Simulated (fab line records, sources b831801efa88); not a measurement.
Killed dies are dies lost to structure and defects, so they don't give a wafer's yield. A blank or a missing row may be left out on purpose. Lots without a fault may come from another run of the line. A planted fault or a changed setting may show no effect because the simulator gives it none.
One fault seen from 2 desks | flow gf180mcu | each desk has only its own numbers; what lay behind them comes last

THE METROLOGY DESK
What the gauges read, lot by lot, whatever tool the lot ran on: means of the sampled wafers that have a number. A lot is out of limits, marked OUT, if its mean lies more than 4 standard deviations from the usual mean; the brackets give that distance.
Columns: A = M3_OVL at GF_M3_OVL_MEAS_15, usual -4 nm
lot  | first seen here | A
L898 | day 22 02:55    | -9
L900 | day 22 20:57    | 3
L901 | day 23 01:31    | -15
L902 | day 23 12:10    | -7
L905 | day 24 13:20    | -6
L906 | day 25 04:13    | -6
L908 | day 25 16:51    | -6
L909 | day 25 22:37    | -1
L910 | day 26 07:22    | -4
L916 | day 28 08:10    | 5
L917 | day 28 13:24    | -3
L919 | day 28 22:33    | -10
L918 | day 28 23:54    | 1
This desk's finding: nothing out of limits on any of the 13 lots.

THE TOOL OWNER'S DESK: pvd_sputter-03
The tool's own readings at GF_M3_SPUTTER_00 (material Ti, target thk 37.5 nm, time 150 s): means of the sampled wafers that have a number, for each lot that ran on this tool. A lot is out of limits, marked OUT, if its mean lies more than 4 standard deviations from the usual mean; the brackets give that distance.
Columns: A = cathode_dc_power_W at GF_M3_SPUTTER_00, usual 4000.0 W; B = chamber_pressure_pa at GF_M3_SPUTTER_00, usual 2.000 Pa; C = throttle_valve_pct at GF_M3_SPUTTER_00, usual 29.9 %
lot  | first seen here | A      | B     | C
L900 | day 21 21:22    | 3999.9 | 2.004 | 28.5
L902 | day 22 12:43    | 4000.5 | 2.002 | 29.7
L905 | day 23 14:52    | 3999.7 | 2.002 | 29.1
L919 | day 28 03:19    | 3999.4 | 2.002 | 28.5
This desk's finding: nothing out of limits on any of the 4 lots.

PUT TOGETHER
The metrology desk saw nothing out of limits.
The tool owner's desk saw nothing out of limits.

WHAT THE SIMULATOR HAD PUT IN
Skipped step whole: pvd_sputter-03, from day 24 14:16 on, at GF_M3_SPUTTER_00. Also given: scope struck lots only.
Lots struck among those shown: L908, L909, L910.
